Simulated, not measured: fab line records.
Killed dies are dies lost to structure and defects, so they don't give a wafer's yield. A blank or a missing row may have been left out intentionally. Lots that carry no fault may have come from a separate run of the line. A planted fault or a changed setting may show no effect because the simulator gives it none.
Matching of chambers || flow sky130 || SKY_POLY_GATE_ETCH_16 on rie_diel-03: 4 sister chambers
The step etches Si3N4 in CH3F/O2, stops on poly-Si, time 147.5 s, target depth 75 nm. 14 wafers are shown with their chamber, then 7 later ones without.

WAFERS PAIRED WITH THEIR CHAMBERS
{"wafer": "L188.2", "chamber": 0, "drypump_motor_current_A (A)": 6.7, "oes_product_au (a.u.)": 0.633, "throttle_valve_pct (%)": 10.539}
{"wafer": "L188.3", "chamber": 2, "drypump_motor_current_A (A)": 6.1, "oes_product_au (a.u.)": 0.639, "throttle_valve_pct (%)": 10.530}
{"wafer": "L188.5", "chamber": 2, "drypump_motor_current_A (A)": 6.0, "oes_product_au (a.u.)": 0.635, "throttle_valve_pct (%)": 10.528}
{"wafer": "L192.1", "chamber": 3, "drypump_motor_current_A (A)": 6.4, "oes_product_au (a.u.)": 0.637, "throttle_valve_pct (%)": 10.531}
{"wafer": "L192.5", "chamber": 2, "drypump_motor_current_A (A)": 6.1, "oes_product_au (a.u.)": 0.647, "throttle_valve_pct (%)": 10.530}
{"wafer": "L192.6", "chamber": 3, "drypump_motor_current_A (A)": 6.4, "oes_product_au (a.u.)": 0.643, "throttle_valve_pct (%)": 10.543}
{"wafer": "L200.1", "chamber": 3, "drypump_motor_current_A (A)": 6.4, "oes_product_au (a.u.)": 0.641, "throttle_valve_pct (%)": 10.528}
{"wafer": "L200.2", "chamber": 1, "drypump_motor_current_A (A)": 4.9, "oes_product_au (a.u.)": 0.631, "throttle_valve_pct (%)": 10.550}
{"wafer": "L200.5", "chamber": 3, "drypump_motor_current_A (A)": 6.4, "oes_product_au (a.u.)": 0.639, "throttle_valve_pct (%)": 10.519}
{"wafer": "L199.4", "chamber": 3, "drypump_motor_current_A (A)": 6.4, "oes_product_au (a.u.)": 0.631, "throttle_valve_pct (%)": 10.514}
{"wafer": "L199.5", "chamber": 1, "drypump_motor_current_A (A)": 5.0, "oes_product_au (a.u.)": 0.635, "throttle_valve_pct (%)": 10.529}
{"wafer": "L199.6", "chamber": 3, "drypump_motor_current_A (A)": 6.4, "oes_product_au (a.u.)": 0.641, "throttle_valve_pct (%)": 10.544}
{"wafer": "L203.2", "chamber": 1, "drypump_motor_current_A (A)": 5.0, "oes_product_au (a.u.)": 0.644, "throttle_valve_pct (%)": 10.530}
{"wafer": "L203.3", "chamber": 3, "drypump_motor_current_A (A)": 6.4, "oes_product_au (a.u.)": 0.642, "throttle_valve_pct (%)": 10.532}

SIGNATURES (means of the wafers above)
{"reading": "drypump_motor_current_A", "chamber 0": 6.700, "chamber 1": 4.967, "chamber 2": 6.067, "chamber 3": 6.400, "scatter within a chamber": 0.0365}
{"reading": "oes_product_au", "chamber 0": 0.63300, "chamber 1": 0.63667, "chamber 2": 0.64033, "chamber 3": 0.63914, "scatter within a chamber": 0.00514}
{"reading": "throttle_valve_pct", "chamber 0": 10.53900, "chamber 1": 10.53633, "chamber 2": 10.52933, "chamber 3": 10.53014, "scatter within a chamber": 0.0102}
Rule: a wafer's distance from a chamber is the root of the sum, over the readings, of the square of ((its reading less the chamber's mean) divided by the reading's scatter). The wafer belongs to the nearest chamber; if the next one is less than 2 further off, it can't be placed. How the scatter is found: for the shown wafers, subtract from each reading the mean of its chamber, square and add these, divide the total by (wafers less chambers), then take the root.

WAFERS MISSING THEIR CHAMBER
{"wafer": "L203.6", "drypump_motor_current_A (A)": 6.7, "oes_product_au (a.u.)": 0.646, "throttle_valve_pct (%)": 10.540}
{"wafer": "L207.1", "drypump_motor_current_A (A)": 6.6, "oes_product_au (a.u.)": 0.635, "throttle_valve_pct (%)": 10.524}
{"wafer": "L207.2", "drypump_motor_current_A (A)": 4.9, "oes_product_au (a.u.)": 0.637, "throttle_valve_pct (%)": 10.527}
{"wafer": "L207.4", "drypump_motor_current_A (A)": 6.4, "oes_product_au (a.u.)": 0.647, "throttle_valve_pct (%)": 10.537}
{"wafer": "L208.1", "drypump_motor_current_A (A)": 6.1, "oes_product_au (a.u.)": 0.648, "throttle_valve_pct (%)": 10.525}
{"wafer": "L208.2", "drypump_motor_current_A (A)": 4.9, "oes_product_au (a.u.)": 0.646, "throttle_valve_pct (%)": 10.535}
{"wafer": "L208.5", "drypump_motor_current_A (A)": 6.1, "oes_product_au (a.u.)": 0.643, "throttle_valve_pct (%)": 10.532}

EACH ONE'S CHAMBER
{"wafer": "L203.6", "from the rows above": 0, "in truth": 0}
{"wafer": "L207.1", "from the rows above": 0, "in truth": 0}
{"wafer": "L207.2", "from the rows above": 1, "in truth": 1}
{"wafer": "L207.4", "from the rows above": 3, "in truth": 3}
{"wafer": "L208.1", "from the rows above": 2, "in truth": 2}
{"wafer": "L208.2", "from the rows above": 1, "in truth": 1}
{"wafer": "L208.5", "from the rows above": 2, "in truth": 2}
Correctly placed: 7 of 7. Can't be placed from these rows: 0. Number placed wrongly: 0.
